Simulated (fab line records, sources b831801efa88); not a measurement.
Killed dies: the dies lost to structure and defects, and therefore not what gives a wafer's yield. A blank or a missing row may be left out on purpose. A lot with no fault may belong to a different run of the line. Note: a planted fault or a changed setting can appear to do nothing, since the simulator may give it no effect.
Comparing a struck lot with a sound one	flow sky130	17 steps out of a route of 708
Sound: these wafers, L820.1, L820.2, L820.6. Wafers L823.2, L823.3, L823.5 were the ones struck. The cause comes at the end.
Order at every step that has rows: each side's tool, ch and its chambers, its first start. Under that, the readings that differ: sound wafers	struck wafers	difference of the means	sigmas: that difference in standard deviations of wafers without a fault.
alike: words and numbers the same on both sides, and readings whose means are apart by under 2 such deviations; not compared: readings that were withheld, readings missing a value for some wafer, numbers with overlapping values and no deviation given by the record, and bounds like >300 which may hide the same value.
Wherever a step has rows on one side only, a row that says differs or no value, or a row with sigmas, the two part there. Numbers that don't overlap but have no deviation are shown without sigmas and don't part them. Lack of a reading on every wafer of one side parts them only where that side has two or more wafers.

first, 3 steps without rows for these wafers: SKY_LI_CONTACT_EXPOSE_09 (exposes mask LICM1, target cd 170 nm); SKY_LI_CONTACT_PEB_10; SKY_LI_CONTACT_DEVELOP_11 (develop time 60 s).
SKY_LI_CONTACT_CD_MEAS_12: target cd 170 nm.
  struck on cd-sem-02, day 36 02:56; sound on cd-sem-01, day 35 09:28
  alike: cd-nm
SKY_LI_CONTACT_OVL_MEAS_13:
  struck on overlay-01, day 36 03:02; sound on overlay-02, day 35 09:35
  alike: LI_CONTACT_OVL
SKY_LI_CONTACT_ETCH_14: etches BARC in N2/H2, stops on SiO2, time 45.9 s, target depth 60 nm.
  sound on rie-diel-01 ch 0,1,2, day 35 09:38; struck on rie-diel-01 ch 0,1, day 36 03:04
  alike: drypump-motor-current-A, oes-product-au, throttle-valve-pct
  not compared: rf-hours-counter-h
SKY_LI_CONTACT_ETCH_15: etches PSG in C4F8/O2/Ar, stops on Si, target depth 600 nm.
  sound on rie-diel-01 ch 0,1,2, day 35 09:40; struck on rie-diel-01 ch 0,1, day 36 03:07
  alike: oes-product-au
SKY_LI_CONTACT_STRIP_16: strips in O2/N2.
  sound on plasma-asher-04 ch 0,1, day 35 09:45; struck on plasma-asher-01 ch 1, day 36 03:11
  alike: drypump-motor-current-A, oes-product-au, strip-time-to-endpoint-s
  not compared: rf-hours-counter-h
then, 2 steps without rows for these wafers: SKY_LI_CONTACT_CLEAN_17 (cleans in NMP, time 600 s); SKY_LI_CONTACT_PRE_CLEAN_18 (time 5.6 s).
SKY_LI_CONTACT_SPUTTER_19: material Ti, target thk 20 nm, time 106.37 s.
  struck on pvd-sputter-03, day 36 03:30; sound on pvd-sputter-04, day 35 10:03
  alike: throttle-valve-pct
then, 1 step without rows for these wafers: SKY_LI_CONTACT_SPUTTER_20 (material TiN, target thk 20 nm, time 80 s).
SKY_LI_CONTACT_CVD_21: deposits W, target thk 400 nm, time 120.56 s.
  sound on cvd-w-01 ch 0,1, day 35 10:11; struck on cvd-w-02 ch 0,1, day 36 03:38
reading	sound	struck	difference	sigmas
chamber-pressure-Torr (Torr)	40.07 39.97 40.00	36.18 36.07 36.19	-3.87	-42
model.W_of_LI_CONTACT_CVD_21.thk-nm (nm)	415.3 406.1 403	379.4 376.7 389	-26.4	
  alike: heater-power-w
SKY_LI_CONTACT_RS_MEAS_22: measurement is done with a four-point probe.
  struck on film-metro-04, day 36 04:04; sound on film-metro-02, day 35 10:19
reading	sound	struck	difference	sigmas
LI_CONTACT_W_RS (ohm/sq)	0.274 0.280 0.282	0.300 0.303 0.293	+0.020	+4
  not compared: hold
SKY_LI_CONTACT_THK_MEAS_23: measures by xrf.
  struck on film-metro-04, day 36 06:23; sound on film-metro-02, day 35 10:26
reading	sound	struck	difference	sigmas
LI_CONTACT_W_THK (nm)	420 410 407	386 385 399	-22	-3
  not compared: hold
SKY_LI_CONTACT_CMP_24: polishes, stops on PSG, t overpolish 20 s, target thk 0 nm.
  sound on cmp-01 ch 0,2, day 35 10:32; struck on cmp-01 ch 0,2,3, day 36 10:37
reading	sound	struck	difference	sigmas
hold	- - -	await-dispo/4.1h/release await-dispo/4.1h/release await-dispo/4.1h/release	no value on the sound wafers	
  alike: edge-zone-pressure-frac, motor-current-A
after that, 1 step had no rows for these wafers: SKY_PAD_OPEN_PROBE_99.

WHERE THEY PART
At SKY_LI_CONTACT_CVD_21 first; at SKY_LI_CONTACT_CMP_24 last (within this record only).

WHY: the cause the simulator had injected
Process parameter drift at SKY_LI_CONTACT_CVD_21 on cvd-w-02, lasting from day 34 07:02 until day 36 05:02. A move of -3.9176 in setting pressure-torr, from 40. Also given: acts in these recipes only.
